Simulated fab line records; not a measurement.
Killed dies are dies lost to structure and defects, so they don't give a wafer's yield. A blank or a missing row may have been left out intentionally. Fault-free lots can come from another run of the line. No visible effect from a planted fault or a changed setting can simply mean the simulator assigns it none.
fab line records ; flow sky130
record lots=10; wafers=30; last_day=49
route steps=708 shown VIA4@642 METAL5@675 PASSIVATION@683 PAD_OPEN@702
lots that met no fault: taken from a fault-free run of the same line
start_h: start of the lot's first displayed wafer, in hours after the record's first day ; wait_h: time in hours since the lot's previous step ; " same as the row above ; L1.1+2: a row that stands for several wafers ; - value missing, or start not given ; * or withheld: withheld ; < > ~ a bound
route shown NAME@n: NAME is a module with steps in the file, n the number in the route of the first one ; usual: average and standard deviation across the fault-free wafers ; same: alike in all rows ; chamber/n: place in a boat ; sites: the reading at each site ; _std_site: how widely they spread, as a standard deviation ; _edge_site: outer sites' mean less inner sites' ; radius_mm: how far each site lies from the wafer's centre ; mask NAME#n: copy n ; behind: the tool/chamber that last shaped the wafer ; hold: cause of the lot's hold/its duration in hours/its outcome ; device: the n, p or np transistor that did not switch ; end of line: tests run on the same wafers once the route is complete ; a step without rows: its recipe alone ; killed: not the wafer's yield, but the dies lost to structure and defects at the first sort ; map: dies across one wafer; x = killed, . = not, _ = none there
set.NAME: setting as actually run; set.NAME@STEP: the setting as run at that earlier step ; model.NAME: the simulator's own value behind a step, which no gauge read
a sample of lots followed through the steps of the route, with each step as a table and each wafer as a row
services: a tool's chamber out of use, with start hour (start_h, from the record's first day; less than 0 if before it), hours out, and reason
## steps
# step SKY_VIA4_BOW_MEAS_03
# recipe mode=bow
# usual VIA4_BOW=80/8.3
lot.wafer;tool;chamber;start_h;wait_h;VIA4_BOW[um]
L109.3;film_metro-03;-;985.70;0.2;77
L109.4;film_metro-03;-;985.70;0.2;85
L109.6;film_metro-03;-;985.70;0.2;84
L112.2;film_metro-01;-;999.43;0.1;85
L112.4;film_metro-01;-;999.43;0.1;74
L112.5;film_metro-01;-;999.43;0.1;74
L113.1;film_metro-03;-;1007.62;0.1;82
L113.2;film_metro-03;-;1007.62;0.1;88
L113.3;film_metro-03;-;1007.62;0.1;88
L116.1;film_metro-01;-;1040.11;0.1;90
L116.5;film_metro-01;-;1040.11;0.1;77
L116.6;film_metro-01;-;1040.11;0.1;77
L117.2;film_metro-03;-;1040.99;0.2;84
L117.3;film_metro-03;-;1040.99;0.2;86
L117.5;film_metro-03;-;1040.99;0.2;80
L119.1;film_metro-04;-;1043.30;0.2;76
L119.4;film_metro-04;-;1043.30;0.2;83
L119.6;film_metro-04;-;1043.30;0.2;80
L120.1;film_metro-01;-;1053.75;0.1;88
L120.4;film_metro-01;-;1053.75;0.1;80
L120.5;film_metro-01;-;1053.75;0.1;76
L125.1;film_metro-01;-;1083.97;0.1;98
L125.2;film_metro-01;-;1083.97;0.1;95
L125.5;film_metro-01;-;1083.97;0.1;76
L128.1;film_metro-01;-;1098.81;0.1;72
L128.2;film_metro-01;-;1098.81;0.1;67
L128.3;film_metro-01;-;1098.81;0.1;76
L129.2;film_metro-04;-;1105.27;0.2;78
L129.3;film_metro-04;-;1105.27;0.2;81
L129.4;film_metro-04;-;1105.27;0.2;67
# step SKY_METAL5_DESCUM_14
# recipe chemistry=O2; source_power_w=150; bias_power_w=0; pressure_mtorr=10; temp_c=40; time_s=11
# usual drypump_motor_current_A=5.8/0.38; oes_product_au=1.000/0.0061
lot.wafer;tool;chamber;start_h;wait_h;drypump_motor_current_A;oes_product_au;rf_hours_counter_h
L109.3;rie_metal-03;0;1032.30;0.1;5.8;1.004;-
L109.4;rie_metal-03;1;1032.30;0.1;5.1;1.007;-
L109.6;rie_metal-03;1;1032.30;0.1;5.1;0.999;-
L112.2;rie_metal-03;0;1045.91;0.1;5.8;0.994;-
L112.4;rie_metal-03;0;1045.91;0.1;5.8;1.009;-
L112.5;rie_metal-03;0;1045.91;0.1;5.8;0.999;-
L113.1;rie_metal-03;1;1054.45;0.1;5.1;0.998;14
L113.2;rie_metal-03;0;1054.45;0.1;5.9;0.993;9
L113.3;rie_metal-03;0;1054.45;0.1;5.8;1.000;-
L116.1;rie_metal-04;1;1084.80;0.1;5.8;0.998;9
L116.5;rie_metal-04;1;1084.80;0.1;5.8;0.994;-
L116.6;rie_metal-04;0;1084.80;0.1;5.9;0.998;-
L117.2;rie_metal-02;1;1085.11;0.1;6.2;1.010;-
L117.3;rie_metal-02;1;1085.11;0.1;6.2;1.009;-
L117.5;rie_metal-02;1;1085.11;0.1;6.2;1.011;-
L119.1;rie_metal-04;0;1087.88;0.1;5.9;0.993;20
L119.4;rie_metal-04;1;1087.88;0.1;5.8;0.996;-
L119.6;rie_metal-04;0;1087.88;0.1;5.9;1.007;-
L120.1;rie_metal-03;1;1096.43;0.1;5.1;0.996;17
L120.4;rie_metal-03;0;1096.43;0.1;5.9;0.999;-
L120.5;rie_metal-03;0;1096.43;0.1;5.8;0.998;-
L125.1;rie_metal-02;1;1125.09;0.1;6.2;1.003;17
L125.2;rie_metal-02;0;1125.09;0.1;6.0;0.998;3
L125.5;rie_metal-02;1;1125.09;0.1;6.3;1.004;-
L128.1;rie_metal-04;1;1139.73;0.1;5.8;1.000;13
L128.2;rie_metal-04;0;1139.73;0.1;5.9;1.002;24
L128.3;rie_metal-04;0;1139.73;0.1;5.9;1.003;-
L129.2;rie_metal-03;1;1144.73;0.1;5.1;1.001;21
L129.3;rie_metal-03;0;1144.73;0.1;5.9;0.985;-
L129.4;rie_metal-03;1;1144.73;0.1;5.1;0.996;-
# step SKY_PASSIVATION_CVD_02
# recipe material=Si3N4; target_thk_nm=540; temp_c=400; time_s=withheld; rf_w=450
# usual heater_power_w=759/120
lot.wafer;tool;chamber;start_h;wait_h;heater_power_w
L109.3;pecvd-02;0;1033.26;0.0;777
L109.4;pecvd-02;0;1033.26;0.0;793
L109.6;pecvd-02;1;1033.26;0.0;890
L112.2;pecvd-03;0;1047.15;0.0;1026
L112.4;pecvd-03;1;1047.15;0.0;637
L112.5;pecvd-03;2;1047.15;0.0;749
L113.1;pecvd-04;0;1055.40;0.1;716
L113.2;pecvd-04;1;1055.40;0.1;750
L113.3;pecvd-04;2;1055.40;0.1;559
L116.1;pecvd-03;1;1085.79;0.1;629
L116.5;pecvd-03;2;1085.79;0.1;735
L116.6;pecvd-03;1;1085.79;0.1;653
L117.2;pecvd-03;1;1086.39;0.0;593
L117.3;pecvd-03;0;1086.39;0.0;968
L117.5;pecvd-03;2;1086.39;0.0;747
L119.1;pecvd-03;1;1088.91;0.1;606
L119.4;pecvd-03;0;1088.91;0.1;1023
L119.6;pecvd-03;1;1088.91;0.1;639
L120.1;pecvd-03;2;1097.94;0.1;758
L120.4;pecvd-03;0;1097.94;0.1;953
L120.5;pecvd-03;1;1097.94;0.1;598
L125.1;pecvd-02;0;1126.03;0.1;735
L125.2;pecvd-02;1;1126.03;0.1;835
L125.5;pecvd-02;1;1126.03;0.1;865
L128.1;pecvd-04;1;1140.68;0.1;798
L128.2;pecvd-04;2;1140.68;0.1;539
L128.3;pecvd-04;0;1140.68;0.1;726
L129.2;pecvd-02;2;1145.68;0.0;746
L129.3;pecvd-02;1;1145.68;0.0;861
L129.4;pecvd-02;1;1145.68;0.0;862
# step SKY_PASSIVATION_THK_MEAS_03
# recipe reads=Si3N4_of_PASSIVATION_CVD_02
# usual PASSIVATION_CVD_02_THK=538/6.1
lot.wafer;tool;chamber;start_h;wait_h;PASSIVATION_CVD_02_THK[nm]
L109.3;film_metro-01;-;1033.51;-;534
L109.4;film_metro-01;-;1033.51;-;550
L109.6;film_metro-01;-;1033.51;-;545
L112.2;film_metro-04;-;1047.39;-;528
L112.4;film_metro-04;-;1047.39;-;537
L112.5;film_metro-04;-;1047.39;-;538
L113.1;film_metro-04;-;1055.62;-;537
L113.2;film_metro-04;-;1055.62;-;532
L113.3;film_metro-04;-;1055.62;-;534
L116.1;film_metro-01;-;1086.02;-;534
L116.5;film_metro-01;-;1086.02;-;536
L116.6;film_metro-01;-;1086.02;-;539
L117.2;film_metro-04;-;1086.62;-;528
L117.3;film_metro-04;-;1086.62;-;526
L117.5;film_metro-04;-;1086.62;-;536
L119.1;film_metro-04;-;1089.14;-;493
L119.4;film_metro-04;-;1089.14;-;491
L119.6;film_metro-04;-;1089.14;-;496
L120.1;film_metro-01;-;1098.16;-;493
L120.4;film_metro-01;-;1098.16;-;502
L120.5;film_metro-01;-;1098.16;-;505
L125.1;film_metro-02;-;1126.26;-;532
L125.2;film_metro-02;-;1126.26;-;529
L125.5;film_metro-02;-;1126.26;-;542
L128.1;film_metro-04;-;1140.90;-;540
L128.2;film_metro-04;-;1140.90;-;536
L128.3;film_metro-04;-;1140.90;-;539
L129.2;film_metro-01;-;1145.92;-;534
L129.3;film_metro-01;-;1145.92;-;532
L129.4;film_metro-01;-;1145.92;-;543
# step SKY_PASSIVATION_ETCH_11
# recipe chemistry=CF4/O2; target_depth_nm=725; stop_on=AlCu; source_w=800; bias_w=150; pressure_mtorr=150; cf4_flow_sccm=80; O2_flow_sccm=10; time_s=161.1
# usual drypump_motor_current_A=5.6/0.39; oes_product_au=0.977/0.0068; throttle_valve_pct=5.964/0.0096
lot.wafer;tool;chamber;start_h;wait_h;drypump_motor_current_A;oes_product_au;rf_hours_counter_h;throttle_valve_pct
L109.3;rie_diel-04;2;1055.94;-;5.6;0.968;26;5.957
L109.4;rie_diel-04;1;1055.94;-;5.1;0.984;14;5.973
L109.6;rie_diel-04;2;1055.94;-;5.6;0.988;-;5.965
L112.2;rie_diel-02;2;1068.83;-;6.4;0.973;17;5.970
L112.4;rie_diel-02;3;1068.83;-;5.7;0.974;15;5.971
L112.5;rie_diel-02;0;1068.83;-;5.5;0.968;-;5.961
L113.1;rie_diel-04;0;1077.00;-;4.8;0.973;26;5.951
L113.2;rie_diel-04;3;1077.00;-;5.5;0.975;3;5.963
L113.3;rie_diel-04;1;1077.00;-;5.1;0.978;15;5.959
L116.1;rie_diel-02;0;1104.65;-;5.5;0.971;9;5.966
L116.5;rie_diel-02;1;1104.65;-;5.5;0.982;-;5.973
L116.6;rie_diel-02;0;1104.65;-;5.5;0.978;-;5.966
L117.2;rie_diel-01;0;1105.49;-;5.8;0.963;17;5.955
L117.3;rie_diel-01;3;1105.49;-;5.9;0.968;7;5.981
L117.5;rie_diel-01;3;1105.49;-;5.9;0.977;-;5.966
L119.1;rie_diel-01;2;1108.15;-;6.0;0.939;15;5.954
L119.4;rie_diel-01;1;1108.15;-;5.4;0.944;14;5.950
L119.6;rie_diel-01;0;1108.15;-;5.8;0.935;-;5.939
L120.1;rie_diel-04;0;1118.43;-;4.8;0.925;28;5.954
L120.4;rie_diel-04;0;1118.43;-;4.8;0.948;-;5.959
L120.5;rie_diel-04;2;1118.43;-;5.6;0.947;-;5.960
L125.1;rie_diel-02;3;1144.43;-;5.6;0.979;18;5.969
L125.2;rie_diel-02;0;1144.43;-;5.5;0.972;11;5.955
L125.5;rie_diel-02;1;1144.43;-;5.6;0.981;-;5.960
L128.1;rie_diel-04;0;1158.25;-;4.8;0.974;30;5.957
L128.2;rie_diel-04;1;1158.25;-;5.1;0.960;16;5.961
L128.3;rie_diel-04;3;1158.25;-;5.4;0.977;7;5.948
L129.2;rie_diel-02;1;1163.60;-;5.6;0.977;9;5.959
L129.3;rie_diel-02;2;1163.60;-;6.5;0.966;21;5.965
L129.4;rie_diel-02;0;1163.60;-;5.5;0.973;11;5.989
# step SKY_PAD_OPEN_STRIP_08
# recipe chemistry=O2/N2; power_w=1400; pressure_mtorr=1500; platen_temp_c=withheld; overash_fraction=0.7; o2_flow_sccm=3000; n2_flow_sccm=300
# usual drypump_motor_current_A=5.8/0.42; n2_flow_sccm=300.1/1; oes_product_au=0.663/0.0042; strip_time_to_endpoint_s=37.08/0.12
lot.wafer;tool;chamber;start_h;wait_h;drypump_motor_current_A;n2_flow_sccm;oes_product_au;rf_hours_counter_h;strip_time_to_endpoint_s
L109.3;plasma_asher-02;1;1077.84;0.1;6.4;300.0;0.659;-;37.14
L109.4;plasma_asher-02;0;1077.84;0.1;5.6;300.5;0.664;-;37.13
L109.6;plasma_asher-02;0;1077.84;0.1;5.6;301.2;0.667;-;37.08
L112.2;plasma_asher-01;1;1089.85;0.1;5.9;300.2;0.671;63;36.87
L112.4;plasma_asher-01;0;1089.85;0.1;6.1;299.6;0.658;-;36.91
L112.5;plasma_asher-01;0;1089.85;0.1;6.1;298.1;0.660;-;36.82
L113.1;plasma_asher-02;1;1097.15;0.1;6.4;300.0;0.661;37;37.06
L113.2;plasma_asher-02;0;1097.15;0.1;5.6;300.7;0.662;37;37.10
L113.3;plasma_asher-02;1;1097.15;0.1;6.4;298.0;0.668;-;37.05
L116.1;plasma_asher-03;1;1124.90;0.1;5.2;298.6;0.663;5;37.12
L116.5;plasma_asher-03;1;1124.90;0.1;5.2;298.0;0.659;-;37.00
L116.6;plasma_asher-03;0;1124.90;0.1;5.3;299.2;0.662;-;37.05
L117.2;plasma_asher-02;1;1125.55;0.1;6.4;300.7;0.660;40;37.01
L117.3;plasma_asher-02;1;1125.55;0.1;6.4;301.1;0.669;-;37.03
L117.5;plasma_asher-02;0;1125.55;0.1;5.6;301.0;0.673;-;37.08
L119.1;plasma_asher-03;1;1127.50;0.1;5.2;299.3;0.669;6;37.31
L119.4;plasma_asher-03;1;1127.50;0.1;5.2;300.4;0.660;-;37.31
L119.6;plasma_asher-03;1;1127.50;0.1;5.2;299.4;0.662;-;37.28
L120.1;plasma_asher-03;1;1137.86;0.1;5.2;300.3;0.654;7;37.09
L120.4;plasma_asher-03;0;1137.86;0.1;5.3;300.4;0.663;-;37.19
L120.5;plasma_asher-03;0;1137.86;0.1;5.3;300.3;0.662;-;37.15
L125.1;plasma_asher-01;0;1162.21;0.1;6.1;300.7;0.663;69;36.96
L125.2;plasma_asher-01;1;1162.21;0.1;5.9;298.2;0.663;69;36.90
L125.5;plasma_asher-01;0;1162.21;0.1;6.1;300.0;0.659;-;36.84
L128.1;plasma_asher-03;0;1175.75;0.1;5.3;300.3;0.671;10;36.77
L128.2;plasma_asher-03;1;1175.75;0.1;5.2;300.3;0.667;10;36.89
L128.3;plasma_asher-03;1;1175.75;0.1;5.2;299.8;0.665;-;36.86
L129.2;plasma_asher-03;0;1180.46;0.1;5.3;301.0;0.660;11;37.10
L129.3;plasma_asher-03;0;1180.46;0.1;5.3;299.6;0.657;-;37.12
L129.4;plasma_asher-03;1;1180.46;0.1;5.2;301.6;0.662;-;37.06
## services
tool;chamber;start_h;hours;kind
plasma_asher-02;-;1016.52;2.8;pm
rie_metal-04;-;1020.32;28.1;pm
plasma_asher-01;-;1024.75;1.3;repair
rie_metal-03;1;1034.65;12.2;repair
pecvd-04;0;1046.79;8.4;repair
plasma_asher-03;-;1055.25;9.0;pm
plasma_asher-03;0;1055.25;9.0;vent_cycle
plasma_asher-03;1;1055.25;9.0;vent_cycle
rie_metal-03;0;1058.93;2.0;repair
plasma_asher-03;0;1064.25;-;clean
plasma_asher-03;1;1064.25;-;clean
rie_diel-01;2;1065.70;4.2;repair
pecvd-03;1;1074.33;4.3;repair
pecvd-02;1;1078.67;5.5;scheduled_down
plasma_asher-03;-;1084.83;1.2;repair
rie_diel-04;1;1094.93;32.2;repair
rie_diel-04;-;1095.36;0.6;repair
rie_metal-02;0;1100.06;9.0;repair
plasma_asher-03;-;1101.80;2.1;repair
pecvd-03;-;1103.51;10.9;repair
pecvd-02;0;1153.11;8.2;repair
pecvd-04;-;1156.87;2.8;pm
pecvd-02;1;1157.28;22.9;repair
rie_diel-02;-;1177.87;0.4;repair
## key
first_sign step=SKY_PASSIVATION_THK_MEAS_03; reading=PASSIVATION_CVD_02_THK; direction=down; sigmas=6.8; usual=538; struck=497
effect step=SKY_PASSIVATION_ETCH_11; reading=oes_product_au; direction=down; sigmas=5.6; usual=0.977; struck=0.939
met_at SKY_PASSIVATION_CVD_02
struck_lots L119,L120
not_acting_at SKY_VIA4_BOW_MEAS_03,SKY_METAL5_DESCUM_14,SKY_PAD_OPEN_STRIP_08
onset_between 1086.39 1088.91
fault kind=process_parameter_drift; tool=pecvd-03; chamber=-; onset_h=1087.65; steps=SKY_PASSIVATION_CVD_02; channel=time_s; offset=withheld; shape=step; end_h=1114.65; acts_in=*
